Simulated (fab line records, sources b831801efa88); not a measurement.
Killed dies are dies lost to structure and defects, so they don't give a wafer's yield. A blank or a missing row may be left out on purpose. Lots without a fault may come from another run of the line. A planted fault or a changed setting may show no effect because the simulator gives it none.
Which tool did it? | flow gf180mcu | 11 lots, 33 wafers sampled, at 6 steps of a route of 602

WHAT THE GAUGES READ, wafer by wafer
GF_MVPSD_TW_MEAS_11. Usual: MVPSD_TW 550, standard deviation 5.7.
lot  | measured     | on            | MVPSD_TW                | flag
L191 | day 5 00:26  | film_metro-01 | 545 550 548             |
L194 | day 5 16:28  | film_metro-04 | 548 543 544             |
L195 | day 6 02:26  | film_metro-01 | 548 547 548             |
L196 | day 6 05:25  | film_metro-02 | 558 557 557             |
L199 | day 7 03:50  | film_metro-01 | 547 548 547             |
L203 | day 8 02:11  | film_metro-01 | 551 551 551             |
L205 | day 8 11:55  | film_metro-04 | 542 547 545             |
L206 | day 8 18:11  | film_metro-02 | 583 581 581 579 579 583 | OFF
L208 | day 9 06:32  | film_metro-04 | 546 542 546             |
L210 | day 9 19:31  | film_metro-02 | 576 579 577 575 576 574 | OFF
L211 | day 10 02:52 | film_metro-01 | 550 551 546             |

GF_VT_IMPLANT_OVL_MEAS_18. Usual: VT_IMPLANT_01_OVL 0.1 nm, standard deviation 1.5.
lot  | measured     | on         | VT_IMPLANT_01_OVL (nm) | flag
L191 | day 6 04:23  | overlay-02 | 2.5 2.7 0.6            |
L194 | day 6 22:00  | overlay-02 | -0.3 -0.6 -1.4         |
L195 | day 7 09:03  | overlay-01 | 0.2 -1.1 -0.2          |
L196 | day 7 12:26  | overlay-02 | -1.2 -0.3 0.7          |
L199 | day 8 12:21  | overlay-01 | -1.8 1.1 -1.1          |
L203 | day 9 12:05  | overlay-01 | 0.4 -0.3 -0.5          |
L205 | day 9 22:20  | overlay-01 | -1.7 0.9 -0.9          |
L206 | day 10 04:26 | overlay-01 | 2.4 0.6 1.2            |
L208 | day 10 18:02 | overlay-01 | -0.3 0.8 2.2           |
L210 | day 11 07:26 | overlay-01 | 0.6 2.3 1.6            |
L211 | day 11 14:47 | overlay-02 | 1.5 0.3 -0.1           |

GF_VT_IMPLANT_RS_MEAS_49: measures by four-point-probe. Usual: MVPSD_RS 1168 ohm/sq, standard deviation 3.1.
lot  | measured     | on            | MVPSD_RS (ohm/sq)             | flag
L191 | day 7 12:59  | film_metro-04 | 1168 1163 1170                |
L194 | day 8 05:54  | film_metro-04 | 1169 1169 1169                |
L195 | day 8 18:08  | film_metro-04 | 1169 1165 1168                |
L196 | day 8 22:24  | film_metro-02 | 1168 1170 1173                |
L199 | day 9 23:26  | film_metro-04 | 1168 1171 1166                |
L203 | day 10 23:26 | film_metro-01 | 1165 1164 1168                |
L205 | day 11 11:28 | film_metro-04 | 1172 1171 1174                |
L206 | day 11 17:56 | film_metro-04 | 1089 1091 1088 1088 1093 1090 | OFF
L208 | day 12 07:22 | film_metro-04 | 1166 1167 1164                |
L210 | day 12 22:56 | film_metro-01 | 1091 1092 1093 1094 1092 1092 | OFF
L211 | day 13 07:06 | film_metro-01 | 1169 1168 1167                |

WHICH TOOL RAN EACH LOT (tool, then ch and the chambers of the sampled wafers, then the start)
lot  | GF_STI_CMP_25                | GF_MVPSD_IMPLANT_08             | GF_VT_IMPLANT_STRIP_09
L191 | cmp-02 ch 0,2,3, day 2 04:53 | implanter-02 ch 0, day 5 00:02  | plasma_asher-03 ch 0,1, day 5 14:40
L194 | cmp-01 ch 0,2,3, day 2 18:35 | implanter-02 ch 0, day 5 16:02  | plasma_asher-01 ch 0,1, day 6 07:08
L195 | cmp-02 ch 0,1,2, day 3 01:37 | implanter-03 ch 0, day 6 02:02  | plasma_asher-04 ch 0, day 6 17:44
L196 | cmp-01 ch 1,2,3, day 3 05:41 | implanter-02 ch 0, day 6 05:01  | plasma_asher-04 ch 0,1, day 6 20:41
L199 | cmp-01 ch 0,1, day 3 23:44   | implanter-03 ch 0, day 7 03:28  | plasma_asher-01 ch 0,1, day 7 20:09
L203 | cmp-01 ch 1,2,3, day 4 18:22 | implanter-02 ch 0, day 8 01:47  | plasma_asher-01 ch 0,1, day 8 19:05
L205 | cmp-02 ch 0,2,3, day 5 03:14 | implanter-03 ch 0, day 8 11:32  | plasma_asher-03 ch 0,1, day 9 04:43
L206 | cmp-02 ch 0,2,3, day 5 08:40 | implanter-02 ch 0, day 8 17:47  | plasma_asher-01 ch 0,1, day 9 11:22
L208 | cmp-02 ch 0,3, day 5 18:55   | implanter-01 ch 0, day 9 06:09  | plasma_asher-01 ch 1, day 9 23:52
L210 | cmp-01 ch 0,1,2, day 6 05:47 | implanter-02 ch 0, day 9 19:07  | plasma_asher-01 ch 0,1, day 10 13:31
L211 | cmp-02 ch 0,2,3, day 6 12:50 | implanter-03 ch 0, day 10 02:28 | plasma_asher-03 ch 0,1, day 10 20:31
- GF_STI_CMP_25: polishes, stops on Si3N4, t overpolish 33 s, target thk 524.6 nm.
- GF_MVPSD_IMPLANT_08
- GF_VT_IMPLANT_STRIP_09: strips in O2/N2.

WHAT THE TOOLS THEMSELVES READ (means of the sampled wafers that have a number; where no wafer has one, the mark that the record gives instead)
GF_STI_CMP_25. Usual: motor_current_A 12.7 A, standard deviation 1.3; overpolish_run_s 32.999 s, standard deviation 0.0098; retaining_ring_pressure_frac 1.000, standard deviation 0.0048; time_to_endpoint_s 120 s, standard deviation 5.6.
lot  | tool   | motor_current_A (A) | overpolish_run_s (s) | retaining_ring_pressure_frac | time_to_endpoint_s (s) | flag
L191 | cmp-02 | 12.2                | 33.011               | 1.004                        | 135                    |
L194 | cmp-01 | 12.5                | 32.991               | 1.000                        | 120                    |
L195 | cmp-02 | 13.3                | 33.002               | 0.998                        | 128                    |
L196 | cmp-01 | 13.3                | 32.993               | 1.003                        | 120                    |
L199 | cmp-01 | 11.7                | 33.002               | 0.995                        | 114                    |
L203 | cmp-01 | 13.3                | 32.999               | 1.003                        | 122                    |
L205 | cmp-02 | 12.1                | 32.996               | 1.002                        | 120                    |
L206 | cmp-02 | 12.2                | 33.000               | 0.998                        | 117                    |
L208 | cmp-02 | 12.0                | 33.000               | 0.999                        | 112                    |
L210 | cmp-01 | 12.4                | 33.005               | 0.996                        | 118                    |
L211 | cmp-02 | 12.1                | 33.004               | 0.998                        | 119                    |

GF_MVPSD_IMPLANT_08. Usual: dose_ions_cm2 1.4997e+13, standard deviation 1.6e+10; faraday_current_uA 84.6, standard deviation 1.6.
lot  | tool         | dose_ions_cm2 | faraday_current_uA | flag
L191 | implanter-02 | 1.5004e+13    | 85.9               |
L194 | implanter-02 | 1.5022e+13    | 83.9               |
L195 | implanter-03 | 1.4996e+13    | 83.5               |
L196 | implanter-02 | 1.5015e+13    | 84.3               |
L199 | implanter-03 | 1.4991e+13    | 85.8               |
L203 | implanter-02 | 1.4964e+13    | 84.8               |
L205 | implanter-03 | 1.5007e+13    | 84.8               |
L206 | implanter-02 | 1.7185e+13    | 96.5               | OFF
L208 | implanter-01 | 1.5020e+13    | 86.6               |
L210 | implanter-02 | 1.7177e+13    | 96.9               | OFF
L211 | implanter-03 | 1.4988e+13    | 84.6               |

GF_VT_IMPLANT_STRIP_09. Usual: drypump_motor_current_A 5.7 A, standard deviation 0.77; heater_power_w 349 W, standard deviation 50; oes_product_au 0.715 a.u., standard deviation 0.0046; strip_time_to_endpoint_s 12.63 s, standard deviation 0.034.
lot  | tool            | drypump_motor_current_A (A) | heater_power_w (W) | oes_product_au (a.u.) | strip_time_to_endpoint_s (s) | flag
L191 | plasma_asher-03 | 6.0                         | 281                | 0.717                 | 12.67                        |
L194 | plasma_asher-01 | 5.9                         | 378                | 0.713                 | 12.58                        |
L195 | plasma_asher-04 | 5.3                         | 311                | 0.724                 | 12.60                        |
L196 | plasma_asher-04 | 5.5                         | 336                | 0.713                 | 12.59                        |
L199 | plasma_asher-01 | 5.9                         | 384                | 0.719                 | 12.63                        |
L203 | plasma_asher-01 | 5.3                         | 352                | 0.719                 | 12.59                        |
L205 | plasma_asher-03 | 6.1                         | 290                | 0.709                 | 12.56                        |
L206 | plasma_asher-01 | 5.3                         | 358                | 0.712                 | 12.60                        |
L208 | plasma_asher-01 | 4.6                         | 319                | 0.712                 | 12.61                        |
L210 | plasma_asher-01 | 5.3                         | 354                | 0.718                 | 12.63                        |
L211 | plasma_asher-03 | 6.1                         | 278                | 0.718                 | 12.62                        |

THE ANSWER, worked out from the rows above alone
Rule: a lot is off if the mean of its wafers that have a number lies more than 3 standard deviations from the usual mean. A lot without any number at a reading at which 4 lots or more have one is off too. The other lots that the step has rows for count as sound. The gauges are gone through in route order, then the tools' own readings, and for those a lot's mean is taken as printed above. The first step at which some lot is off is used, and at that step the reading that is off furthest; a lot without a number counts as furthest.
Off: L206, L210, at GF_MVPSD_TW_MEAS_11 (MVPSD_TW).
A tool fits if, at a process step before that reading, it ran every lot that is off, and no sound lot after the first of them. The gauges at GF_MVPSD_TW_MEAS_11 aren't tried: what is off there is off at GF_VT_IMPLANT_RS_MEAS_49 too, on other tools, and a gauge's error can't cause that. One fits: implanter-02 at GF_MVPSD_IMPLANT_08. Its last sound lot is L203 (day 8 01:47), its first lot that is off L206 (day 8 17:47): a fault that began between those two fits.
The tool's own readings at GF_MVPSD_IMPLANT_08 bear it out: on the lots that are off they differ by more than 5 times the standard deviation of the sound lots' means. dose_ions_cm2 reads 1.7181e+13 there against 1.5001e+13 on the sound lots; faraday_current_uA reads 96.7 there against 84.9 on the sound lots.

WHAT THE SIMULATOR HAD PUT IN
Process parameter drift: implanter-02, from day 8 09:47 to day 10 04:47, at GF_MVPSD_IMPLANT_08. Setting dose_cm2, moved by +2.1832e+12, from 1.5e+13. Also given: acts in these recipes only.
Lots struck among those shown: L206, L210. The rule above found the same.
